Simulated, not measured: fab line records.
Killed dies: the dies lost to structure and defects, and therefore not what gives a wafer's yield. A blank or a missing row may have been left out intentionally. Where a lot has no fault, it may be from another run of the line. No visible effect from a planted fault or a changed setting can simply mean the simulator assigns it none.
A lot that was struck, set against a sound lot :: flow sky130 :: 15 steps out of a route of 708
Sound: these wafers, L930.2, L930.4, L930.6. Wafers L943.1, L943.4, L943.6 were the ones struck. At the end, the cause is stated.
Each step with rows lists, per side, the tool, then ch with its chambers, then its first start. Under that, the readings that differ: sound wafers :: struck wafers :: difference of the means :: sigmas: that difference in standard deviations of wafers without a fault.
alike: same words and numbers on both sides, and readings whose means sit less than 2 such deviations apart. not compared: any withheld reading, any reading some wafer has no value for, any bound like >300 that may hide the same value, and any number with overlapping values for which the record gives no deviation.
The two part at a step that has a row with sigmas, a row that says differs or no value, or rows on one side only. Numbers that have no deviation but don't overlap get no sigmas and don't part them. A reading that every wafer of one side lacks parts them only if that side has two wafers or more.

first, 1 step without rows for these wafers: SKY_CONTACT_ETCH_17 (etches SiO2 in C4F8/O2/Ar, stops on Si3N4, target depth 340 nm).
SKY_CONTACT_ETCH_18: etches Si3N4 in CHF3/O2, stops on TiN, time 39 s, target depth 75 nm.
  sound on rie diel-01 ch 2,3; struck on rie diel-02 ch 1,2,3
reading: bias w (W)
sound: 198.5 199.3 198.7
struck: 200.5 201.2 199.5
difference: +1.6
sigmas: +3
  alike: drypump motor current A, oes product au, rf fwd power W, throttle valve pct
  not compared: rf hours counter h
SKY_CONTACT_STRIP_19: strips in O2/N2.
  sound on plasma asher-03 ch 0,1, day 32 02:19; struck on plasma asher-04 ch 0,1, day 36 05:24
  alike: drypump motor current A, oes product au, strip time to endpoint s
  not compared: rf hours counter h
then, 3 steps without rows for these wafers: SKY_CONTACT_STRIP_20 (strips in post etch residue remover, time 1200 s); SKY_CONTACT_CLEAN_21 (cleans in IPA, time 180 s); SKY_CONTACT_CLEAN_22 (cleans in O3/DIW).
SKY_CONTACT_SPUTTER_23: material TiN, target thk 20 nm, time 80 s.
  struck on pvd sputter-03, day 36 06:00; sound on pvd sputter-01, day 32 02:59
  alike: throttle valve pct
then, 1 step without rows for these wafers: SKY_CONTACT_CVD_24 (deposits W, target thk 340 nm, time 102.12 s).
SKY_CONTACT_RS_MEAS_25: the measuring method here is four-point-probe.
  struck on film metro-04, day 36 06:10; sound on film metro-01, day 32 03:11
  alike: CONTACT_W_RS
SKY_CONTACT_THK_MEAS_26: measures by xrf.
  struck on film metro-04, day 36 06:17; sound on film metro-01, day 32 03:17
  alike: CONTACT_W_THK
SKY_CONTACT_CMP_27: polishes, stops on SiO2, t overpolish 15 s, target thk 0 nm.
  sound on cmp-02 ch 0,2,3, day 32 03:23; struck on cmp-01 ch 0,1,2, day 36 06:21
  alike: motor current A, overpolish run s, time to endpoint s
SKY_METAL1_SPUTTER_00: material Ti, target thk 15 nm, time 10 s.
  struck on pvd sputter-01, day 36 06:39; sound on pvd sputter-03, day 32 03:38
  alike: throttle valve pct
SKY_METAL1_SPUTTER_01: material TiN, target thk 20 nm, time 16.7 s.
  struck on pvd sputter-01, day 36 06:40; sound on pvd sputter-03, day 32 03:40
reading: model.TiN_of_METAL1_SPUTTER_01.thk nm (nm)
sound: 20.09 20.1 20.33
struck: 18.27 17.86 18.03
difference: -2.12
sigmas: 
  alike: throttle valve pct
then, 1 step without rows for these wafers: SKY_METAL1_SPUTTER_02 (material AlCu, target thk 250 nm, time 13.3 s).
-- the record jumps here: 13 days lie between the struck wafers' starts before and after (it left off in module METAL1 and takes up again in module PAD_OPEN, whose first step shown is number 708 of the route) --
SKY_PAD_OPEN_PROBE_99:
  the record has rows for the struck wafers here (prober-02, day 49 02:41) and none for the sound ones

== WHERE THEY PART ==
Last at SKY_PAD_OPEN_PROBE_99 as far as this record goes, first at SKY_CONTACT_ETCH_18.

WHY: what the simulator had put in
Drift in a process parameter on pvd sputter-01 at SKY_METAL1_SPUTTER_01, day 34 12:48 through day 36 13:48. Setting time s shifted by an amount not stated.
